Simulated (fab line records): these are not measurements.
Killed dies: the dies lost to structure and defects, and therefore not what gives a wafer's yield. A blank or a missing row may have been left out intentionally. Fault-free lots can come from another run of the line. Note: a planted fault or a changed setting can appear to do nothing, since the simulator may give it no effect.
Which tool did it? -- flow sky130 -- 10 lots, 30 wafers sampled, at 4 steps of a route of 708

## WHAT THE GAUGES READ, wafer by wafer
SKY_LOCAL_INTERCONNECT_RS_MEAS_01: uses a four-point probe to measure.
lot,measured,on,LOCAL_INTERCONNECT_TIN_RS (ohm/sq)
L131,day 29 04:37,film_metro-01,14.12 14.00 14.31
L132,day 30 01:40,film_metro-03,14.21 14.10 14.20
L133,day 30 07:55,film_metro-03,14.02 14.14 14.24
L136,day 31 04:01,film_metro-04,14.39 14.53 14.61
L138,day 32 06:24,film_metro-03,14.22 14.11 14.22
L139,day 32 07:42,film_metro-01,14.48 14.31 14.48
L148,day 36 04:51,film_metro-01,14.04 12.69 13.86
L151,day 36 18:46,film_metro-04,14.16 14.20 14.49
L153,day 36 22:34,film_metro-03,14.10 14.14 14.07
L154,day 37 05:32,film_metro-03,14.29 14.38 14.31

## WHAT TOOL EACH LOT RAN ON (gives the tool, then ch and the chambers of the sampled wafers, and finally the start)
lot,SKY_LDD_LDN_STRIP_12,SKY_LI_CONTACT_ETCH_14,SKY_LOCAL_INTERCONNECT_SPUTTER_00
L131,"plasma_asher-04 ch 0,1, day 22 17:05","rie_diel-04 ch 1,2,3, day 29 03:11","pvd_sputter-04, day 29 04:34"
L132,"plasma_asher-01 ch 0,1, day 23 15:17","rie_diel-01 ch 0,2, day 30 00:22","pvd_sputter-02, day 30 01:36"
L133,"plasma_asher-04 ch 0,1, day 23 23:46","rie_diel-01 ch 0,2, day 30 06:37","pvd_sputter-02, day 30 07:51"
L136,"plasma_asher-01 ch 0,1, day 24 18:49","rie_diel-04 ch 0,1,2, day 31 02:47","pvd_sputter-04, day 31 03:56"
L138,"plasma_asher-04 ch 0,1, day 26 02:01","rie_diel-04 ch 0,3, day 32 05:08","pvd_sputter-04, day 32 06:17"
L139,"plasma_asher-02 ch 0,1, day 26 03:17","rie_diel-01 ch 0,2,3, day 32 06:17","pvd_sputter-04, day 32 07:37"
L148,"plasma_asher-02 ch 1, day 30 09:20","rie_diel-04 ch 0,3, day 36 03:29","pvd_sputter-02, day 36 04:47"
L151,"plasma_asher-02 ch 0,1, day 30 21:28","rie_diel-01 ch 1,2, day 36 17:31","pvd_sputter-04, day 36 18:40"
L153,"plasma_asher-01 ch 0,1, day 31 03:43","rie_diel-04 ch 0,2, day 36 21:20","pvd_sputter-04, day 36 22:30"
L154,"plasma_asher-01 ch 0,1, day 31 11:19","rie_diel-01 ch 0,1,2, day 37 04:17","pvd_sputter-04, day 37 05:26"
- SKY_LDD_LDN_STRIP_12: strips in O2/N2.
- SKY_LI_CONTACT_ETCH_14: etches BARC in N2/H2, stops on SiO2, time 45.9 s, target depth 60 nm.
- SKY_LOCAL_INTERCONNECT_SPUTTER_00: material TiN, target thk 100 nm, time 83.3 s.

## THE ANSWER, worked out from the rows above alone
Rule: the lots themselves supply what counts as usual. Put in order of their means at a reading, lots are off if they are a third of the lots or fewer, leave a main group of 4 or more, and stand apart from it by a gap of 3 or more times the standard deviation of the main group's means; of several such gaps the widest counts. A main group whose means are all the same, to the digits that the tables above print for the reading, isn't used. Also off: a lot with no number at a reading for which 4 or more lots have one. Where the step has rows for the other lots, those lots are counted as sound.
Off: L148, at SKY_LOCAL_INTERCONNECT_RS_MEAS_01 (LOCAL_INTERCONNECT_TIN_RS). Main group: mean 14.25 ohm/sq, sd 0.13.
A tool fits if, at a process step before that reading, it ran every lot that is off, and no sound lot after the first of them. The gauges at SKY_LOCAL_INTERCONNECT_RS_MEAS_01 are tried like those tools. Undecided on this evidence; 2 tools fit (pvd_sputter-02 at SKY_LOCAL_INTERCONNECT_SPUTTER_00, film_metro-01 at SKY_LOCAL_INTERCONNECT_RS_MEAS_01).

## WHAT HAD BEEN PUT IN BY THE SIMULATOR
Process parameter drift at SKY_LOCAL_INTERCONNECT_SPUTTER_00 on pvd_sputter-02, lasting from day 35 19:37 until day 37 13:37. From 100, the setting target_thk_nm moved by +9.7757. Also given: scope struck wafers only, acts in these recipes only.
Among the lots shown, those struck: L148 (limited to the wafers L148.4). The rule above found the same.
